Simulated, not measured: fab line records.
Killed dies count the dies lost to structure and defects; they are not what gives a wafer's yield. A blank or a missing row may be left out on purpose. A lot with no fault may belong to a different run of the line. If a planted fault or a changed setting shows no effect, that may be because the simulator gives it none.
Comparing a struck lot with a sound one ; flow sfq line ; 43 out of 325 route steps
Sound: the wafers L595.1, L595.2, L595.4. Struck: wafer L608.1. (L608.2, L608.3 of the same lot were not struck and are left out.) The cause comes at the end.
Order at every step that has rows: each side's tool, ch and its chambers, its first start. Under that, the readings that differ: sound wafers ; struck wafers ; difference of the means ; sigmas: that difference in standard deviations of wafers without a fault.
alike: a reading whose means differ by less than 2 such deviations, as well as words and numbers matching on both sides. not compared: withheld readings; readings where some wafer has no value; bounds like >300 that might hide an equal value; numbers whose values overlap and for which the record gives no deviation.
The two part at a step that has a row with sigmas, a row that says differs or no value, or rows on one side only. Numbers that don't overlap but have no deviation are shown without sigmas and don't part them. A reading missing from all wafers of one side parts the sides only when that side holds two or more wafers.

first, 3 steps without rows for these wafers: SFQ_TRILAYER_M5_LITHO_EXPOSE_124 (exposes mask M5, target cd 700 nm); SFQ_TRILAYER_M5_LITHO_PEB_126 (peb time 60 s); SFQ_TRILAYER_M5_LITHO_DEVELOP_125 (time 60 s).
SFQ_M5_OVL_MEAS_932:
  struck on overlay-01, day 70 23:00; sound on overlay-02, day 65 03:40
  alike: M5_OVL
then, 4 steps without rows for these wafers: SFQ_TRILAYER_M5_BARC_OPEN_METAL_ETCH_161 (etches BARC in O2, target depth 125 nm, time 41.7 s); SFQ_TRILAYER_M5_ETCH_METAL_ETCH_126 (etches Nb in Cl2/BCl3, stops on SiO2, time 203.2 s, target depth 265 nm); SFQ_TRILAYER_M5_STRIP_STRIP_127 (strips in O2); SFQ_TRILAYER_M5_STRIP_SOLV_CLEAN_128 (cleans in NMP, time 600 s).
SFQ_TRILAYER_A5B_DEP_PECVD_129: deposits SiO2 from SiH4/N2O, time 133.33 s, target thk 600 nm.
  sound on pecvd-03 ch 0,1, day 65 04:43; struck on pecvd-01 ch 1, day 71 00:04
reading;sound;struck;difference;sigmas
heater power w (W);63 89 92;122;+41;+2
  alike: throttle valve pct
SFQ_TRILAYER_A5B_CMP_CMP_130: polishes, stops on Nb, target thk 340.7 nm.
  sound on cmp-01 ch 0,1,3, day 65 06:50; struck on cmp-01 ch 0, day 71 01:58
  alike: motor current A, slurry filter dp kPa
then, 2 steps without rows for these wafers: SFQ_TRILAYER_A5B_METRO_MEASURE_131; SFQ_TRILAYER_R5_DEP_SPUTTER_132 (material Ti, target thk 5 nm, time 5 s).
SFQ_TRILAYER_R5_DEP_SPUTTER_133: material MoNx, target thk 40 nm, time 66.7 s.
  struck on pvd sputter-04, day 71 06:11; sound on pvd sputter-05, day 65 11:03
reading;sound;struck;difference;sigmas
cathode dc power W (W);1000.3 999.96 1000.1;999.73;-0.39;-2
model.MoNx_of_TRILAYER_R5_DEP_SPUTTER_133.thk nm (nm);40.05 39.92 40.21;41.43;+1.37;
  alike: base pressure pa, throttle valve pct
then, 1 step without rows for these wafers: SFQ_TRILAYER_R5_DEP_SPUTTER_134 (material Ti, target thk 5 nm, time 5 s).
SFQ_R5_RS_MEAS_933: uses a four-point probe to measure.
  struck on film metro-03, day 71 06:15; sound on film metro-01, day 65 11:08
reading;sound;struck;difference;sigmas
R5_MONX_RS (ohm/sq);7.04 7.04 7.01;6.82;-0.21;-3
SFQ_R5_THK_MEAS_934: measures by xrf.
  struck on film metro-03, day 71 06:22; sound on film metro-01, day 65 11:15
reading;sound;struck;difference;sigmas
R5_MONX_THK (nm);39.4 39.4 39.6;40.7;+1.2;+3
then, 6 steps without rows for these wafers: SFQ_TRILAYER_R5_LITHO_COAT_141 (resist thk 62 nm); SFQ_TRILAYER_R5_LITHO_COAT_136 (resist thk 600 nm); SFQ_TRILAYER_R5_LITHO_SOFTBAKE_140; SFQ_TRILAYER_R5_LITHO_EXPOSE_137 (exposes mask R5, target cd 500 nm); SFQ_TRILAYER_R5_LITHO_PEB_139 (peb time 60 s); SFQ_TRILAYER_R5_LITHO_DEVELOP_138 (time 60 s).
-- the record jumps here: 4 days lie between the struck wafers' starts before and after --
SFQ_R5_OVL_MEAS_935:
  struck on overlay-01, day 75 10:57; sound on overlay-01, day 65 13:41
  alike: R5_OVL
SFQ_TRILAYER_R5_BARC_OPEN_METAL_ETCH_177: etches BARC in O2, target depth 125 nm, time 41.7 s.
  sound on rie metal-01 ch 0,1, day 65 13:43; struck on rie metal-04 ch 1, day 75 10:59
  alike: drypump motor current A, oes product au
  not compared: rf hours counter h
SFQ_TRILAYER_R5_ETCH_METAL_ETCH_139: etches the open film in Cl2, stops on SiO2, target depth 60 nm, time 40 s.
  sound on rie metal-01 ch 0,1, day 65 13:47; struck on rie metal-04 ch 1, day 75 11:02
  alike: drypump motor current A, oes product au
  not compared: rf hours counter h
SFQ_TRILAYER_R5_STRIP_STRIP_140: strips in O2.
  sound on rie metal-01 ch 0,1, day 65 13:50; struck on rie metal-04 ch 1, day 75 11:06
  alike: drypump motor current A, oes product au
  not compared: rf hours counter h
then, 8 steps without rows for these wafers: SFQ_TRILAYER_R5_STRIP_SOLV_CLEAN_141 (cleans in NMP, time 600 s); SFQ_TRILAYER_A5C_DEP_PECVD_142 (deposits SiO2 from SiH4/N2O, time 15.556 s, target thk 70 nm); SFQ_TRILAYER_I5_LITHO_COAT_149 (resist thk 62 nm); SFQ_TRILAYER_I5_LITHO_COAT_144 (resist thk 650 nm); SFQ_TRILAYER_I5_LITHO_SOFTBAKE_148; SFQ_TRILAYER_I5_LITHO_EXPOSE_145 (exposes mask I5, target cd 700 nm); SFQ_TRILAYER_I5_LITHO_PEB_147 (peb time 60 s); SFQ_TRILAYER_I5_LITHO_DEVELOP_146 (time 60 s).
SFQ_I5_OVL_MEAS_936:
  struck on overlay-02, day 75 16:43; sound on overlay-02, day 69 14:36
  alike: I5_OVL
then, 7 steps without rows for these wafers: SFQ_TRILAYER_I5_BARC_OPEN_VIA_ETCH_200 (etches BARC in O2, target depth 125 nm, time 41.7 s); SFQ_TRILAYER_I5_ETCH_VIA_ETCH_147 (etches the open film in CHF3, stops on Nb, target depth 360 nm); SFQ_TRILAYER_I5_STRIP_STRIP_148 (strips in O2); SFQ_TRILAYER_I5_STRIP_SOLV_CLEAN_149 (cleans in NMP, time 600 s); SFQ_TRILAYER_C5_LITHO_COAT_156 (resist thk 62 nm); SFQ_TRILAYER_C5_LITHO_COAT_151 (resist thk 650 nm); SFQ_TRILAYER_C5_LITHO_SOFTBAKE_155.
-- the record jumps here: 10 days lie between the struck wafers' starts before and after --
SFQ_M8_BOW_MEAS_951:
  struck on film metro-04, day 86 01:25; sound on film metro-04, day 79 08:44
reading;sound;struck;difference;sigmas
model.etest.r5.ohm um;14.12 14.12 14.02;13.62;-0.47;
model.etest.r5.ohm sq;7.04 7.063 7.012;6.805;-0.233;
model.etest.c5.link ohm;7.993 8.006 7.959;7.757;-0.229;
  alike: M8_BOW

WHERE THEY PART
At SFQ_TRILAYER_A5B_DEP_PECVD_129 first; at SFQ_R5_THK_MEAS_934 last (within this record only). Later steps at which nothing parts them and some readings are alike: SFQ_R5_OVL_MEAS_935, SFQ_TRILAYER_R5_BARC_OPEN_METAL_ETCH_177, SFQ_TRILAYER_R5_ETCH_METAL_ETCH_139, SFQ_TRILAYER_R5_STRIP_STRIP_140, SFQ_I5_OVL_MEAS_936, SFQ_M8_BOW_MEAS_951.

WHY: whatever the simulator had introduced
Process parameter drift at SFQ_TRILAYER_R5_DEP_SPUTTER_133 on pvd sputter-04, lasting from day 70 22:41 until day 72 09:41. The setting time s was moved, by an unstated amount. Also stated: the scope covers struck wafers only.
